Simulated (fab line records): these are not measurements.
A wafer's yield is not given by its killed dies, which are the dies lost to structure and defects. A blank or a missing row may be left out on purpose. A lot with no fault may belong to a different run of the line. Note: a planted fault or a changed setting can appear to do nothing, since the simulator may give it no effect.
The tool behind it: which one? | flow sky130 | Sampling: 12 lots, 36 wafers, 6 of 708 route steps

== WHAT THE GAUGES READ, wafer by wafer ==
SKY_PWDE_TW_MEAS_10. Usual: PWDE_TW gives 377.0 (standard deviation 1.9).
lot  | measured    | on            | PWDE_TW           | flag
L376 | day 3 20:14 | film-metro-04 | 374.8 375.0 376.7 |
L377 | day 4 03:31 | film-metro-01 | 375.9 378.1 377.4 |
L378 | day 4 07:41 | film-metro-01 | 377.2 376.9 376.4 |
L379 | day 4 12:02 | film-metro-02 | 376.3 375.8 375.3 |
L380 | day 4 19:13 | film-metro-01 | 376.7 375.5 378.2 |
L388 | day 6 19:34 | film-metro-01 | 449.9 448.7 447.5 | OFF
L389 | day 7 00:33 | film-metro-02 | 448.8 448.2 448.3 | OFF
L390 | day 7 04:17 | film-metro-02 | 448.1 451.4 446.0 | OFF
L391 | day 7 12:17 | film-metro-02 | 376.0 375.9 375.8 |
L392 | day 7 18:35 | film-metro-01 | 376.4 375.7 375.9 |
L397 | day 8 23:10 | film-metro-04 | 375.2 373.9 373.6 |
L399 | day 9 03:19 | film-metro-02 | 376.5 376.8 380.1 |

SKY_NWELL_RS_MEAS_31: the measuring method here is four-point-probe. Usual: PWDE_RS gives 5271 ohm/sq (standard deviation 15).
lot  | measured     | on            | PWDE_RS (ohm/sq) | flag
L376 | day 5 05:53  | film-metro-04 | 5262 5252 5263   |
L377 | day 5 13:29  | film-metro-01 | 5277 5282 5259   |
L378 | day 5 18:01  | film-metro-04 | 5275 5287 5302   |
L379 | day 5 23:23  | film-metro-02 | 5267 5270 5277   |
L380 | day 6 06:34  | film-metro-01 | 5313 5282 5294   |
L388 | day 8 12:10  | film-metro-01 | 3426 3420 3425   | OFF
L389 | day 8 18:40  | film-metro-04 | 3432 3433 3427   | OFF
L390 | day 8 22:44  | film-metro-02 | 3432 3427 3426   | OFF
L391 | day 9 07:56  | film-metro-02 | 5280 5280 5280   |
L392 | day 9 13:28  | film-metro-04 | 5285 5268 5262   |
L397 | day 10 21:40 | film-metro-02 | 5265 5279 5257   |
L399 | day 11 01:28 | film-metro-01 | 5235 5247 5229   |

SKY_SONOS_TUNNEL_OVL_MEAS_08. Usual: SONOS_TUNNEL_OVL gives 0.6 nm (standard deviation 1.6).
lot  | measured     | on         | SONOS_TUNNEL_OVL (nm) | flag
L376 | day 11 06:01 | overlay-01 | -0.4 -1.9 1.0         |
L377 | day 11 18:04 | overlay-01 | 1.7 1.6 -0.1          |
L378 | day 11 22:33 | overlay-01 | 0.2 0.5 2.1           |
L379 | day 12 06:58 | overlay-02 | -0.7 -1.4 -0.2        |
L380 | day 12 17:21 | overlay-02 | 1.1 -0.7 0.2          |
L388 | day 15 15:18 | overlay-01 | 2.2 3.7 1.8           |
L389 | day 15 21:23 | overlay-02 | 0.5 3.7 2.3           |
L390 | day 16 03:37 | overlay-02 | -0.3 -1.6 -0.3        |
L391 | day 16 14:16 | overlay-01 | 1.6 0.2 1.7           |
L392 | day 16 21:39 | overlay-01 | 1.9 1.7 1.3           |
L397 | day 18 15:51 | overlay-01 | 0.9 0.4 2.4           |
L399 | day 18 21:30 | overlay-01 | 0.8 1.6 -2.1          |

SKY_SONOS_TUNNEL_TW_MEAS_12. Usual: SONOS_TUNNEL_TW gives 198.1 (standard deviation 1.3).
lot  | measured     | on            | SONOS_TUNNEL_TW   | flag
L376 | day 11 06:28 | film-metro-03 | 197.2 196.9 196.1 |
L377 | day 11 18:31 | film-metro-02 | 199.8 199.4 199.8 |
L378 | day 11 23:02 | film-metro-02 | 200.3 200.1 200.8 |
L379 | day 12 07:25 | film-metro-04 | 197.1 197.7 197.1 |
L380 | day 12 17:48 | film-metro-02 | 200.1 198.9 199.1 |
L388 | day 15 15:45 | film-metro-03 | 196.4 196.2 197.3 |
L389 | day 15 21:50 | film-metro-03 | 196.2 196.6 197.8 |
L390 | day 16 04:05 | film-metro-03 | 197.5 197.5 197.5 |
L391 | day 16 14:48 | film-metro-04 | 197.8 197.1 197.4 |
L392 | day 16 22:11 | film-metro-03 | 197.9 196.1 196.9 |
L397 | day 18 16:19 | film-metro-03 | 197.4 198.0 197.1 |
L399 | day 18 21:58 | film-metro-02 | 198.7 197.9 198.4 |

== WHAT TOOL EACH LOT RAN ON (gives the tool, then ch and the chambers of the sampled wafers, and finally the start) ==
lot  | SKY_PWDE_IMPLANT_08            | SKY_NWELL_RTA_28
L376 | implanter-04 ch 0, day 3 20:00 | rtp-anneal-02 ch 0, day 5 05:32
L377 | implanter-01 ch 0, day 4 03:17 | rtp-anneal-01 ch 0, day 5 13:09
L378 | implanter-02 ch 0, day 4 07:26 | rtp-anneal-01 ch 0, day 5 17:41
L379 | implanter-01 ch 0, day 4 11:48 | rtp-anneal-01 ch 0, day 5 23:02
L380 | implanter-02 ch 0, day 4 18:58 | rtp-anneal-01 ch 0, day 6 06:14
L388 | implanter-02 ch 0, day 6 19:19 | rtp-anneal-02 ch 0, day 8 11:49
L389 | implanter-02 ch 0, day 7 00:20 | rtp-anneal-02 ch 0, day 8 18:19
L390 | implanter-02 ch 0, day 7 04:05 | rtp-anneal-01 ch 0, day 8 22:23
L391 | implanter-01 ch 0, day 7 12:02 | rtp-anneal-02 ch 0, day 9 07:35
L392 | implanter-01 ch 0, day 7 18:20 | rtp-anneal-01 ch 0, day 9 13:07
L397 | implanter-04 ch 0, day 8 22:55 | rtp-anneal-01 ch 0, day 10 21:20
L399 | implanter-01 ch 0, day 9 03:04 | rtp-anneal-02 ch 0, day 11 01:07
- SKY_PWDE_IMPLANT_08
- SKY_NWELL_RTA_28: time 30 s.

== AS READ BY THE TOOLS THEMSELVES (means over the sampled wafers that have a number; for cases with no such wafer, the mark the record gives instead) ==
SKY_PWDE_IMPLANT_08. Usual: dose-ions-cm2 3.599e+12, standard deviation 3.7e+09; faraday-current-uA 20.4, standard deviation 0.43.
lot  | tool         | dose-ions-cm2 | faraday-current-uA | flag
L376 | implanter-04 | 3.603e+12     | 19.9               |
L377 | implanter-01 | 3.595e+12     | 20.4               |
L378 | implanter-02 | 3.596e+12     | 20.3               |
L379 | implanter-01 | 3.605e+12     | 20.6               |
L380 | implanter-02 | 3.597e+12     | 20.3               |
L388 | implanter-02 | 6.310e+12     | 35.4               | OFF
L389 | implanter-02 | 6.308e+12     | 35.6               | OFF
L390 | implanter-02 | 6.312e+12     | 35.9               | OFF
L391 | implanter-01 | 3.598e+12     | 20.4               |
L392 | implanter-01 | 3.604e+12     | 20.6               |
L397 | implanter-04 | 3.598e+12     | 20.7               |
L399 | implanter-01 | 3.605e+12     | 20.4               |

SKY_NWELL_RTA_28. Usual: lamp-power-pct 25.31 %, standard deviation 0.057; wafer_temp_C_max 1054.9, standard deviation 1.
lot  | tool          | lamp-power-pct (%) | wafer_temp_C_max | flag
L376 | rtp-anneal-02 | 25.27              | 1054.5           |
L377 | rtp-anneal-01 | 25.28              | 1054.8           |
L378 | rtp-anneal-01 | 25.34              | 1055.7           |
L379 | rtp-anneal-01 | 25.28              | 1055.0           |
L380 | rtp-anneal-01 | 25.30              | 1055.1           |
L388 | rtp-anneal-02 | 25.32              | 1053.9           |
L389 | rtp-anneal-02 | 25.29              | 1055.3           |
L390 | rtp-anneal-01 | 25.29              | 1055.0           |
L391 | rtp-anneal-02 | 25.30              | 1054.2           |
L392 | rtp-anneal-01 | 25.35              | 1055.0           |
L397 | rtp-anneal-01 | 25.27              | 1055.1           |
L399 | rtp-anneal-02 | 25.31              | 1054.4           |

== THE ANSWER, worked out from the rows above alone ==
Rule: a lot is off if the mean of its wafers that have a number lies more than 3 standard deviations from the usual mean. A lot without any number at a reading at which 4 lots or more have one is off too. Where the step has rows for the other lots, those lots are counted as sound. The gauges are gone through in route order, then the tools' own readings, and for those a lot's mean is taken as printed above. At the first step where some lot is off, the reading lying furthest off is the one used; lots without a number count as furthest.
Off: at SKY_PWDE_TW_MEAS_10 (PWDE_TW), L388, L389, L390.
If a tool, at a process step before that reading, ran all the lots that are off and no sound lot after the first of them, it fits. Not tried: the gauges at SKY_PWDE_TW_MEAS_10; whatever is off there is also off at SKY_PWDE_IMPLANT_08, on other tools, and gauge error can't account for it. One candidate fits, namely implanter-02 at SKY_PWDE_IMPLANT_08. A fault onset in the window from L380 (day 4 18:58, its last sound lot) to L388 (day 6 19:19, its first lot off) fits.
The tool's own readings at SKY_PWDE_IMPLANT_08 bear it out: on the lots that are off they differ by more than 5 times the standard deviation of the sound lots' means. dose-ions-cm2 reads 6.310e+12 there against 3.600e+12 on the sound lots; faraday-current-uA reads 35.6 there against 20.4 on the sound lots.

== WHAT HAD BEEN PUT IN BY THE SIMULATOR ==
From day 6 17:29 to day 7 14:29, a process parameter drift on implanter-02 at SKY_PWDE_IMPLANT_08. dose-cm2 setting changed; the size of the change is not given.
Lots struck among those shown: L388, L389, L390. The rule above found the same.
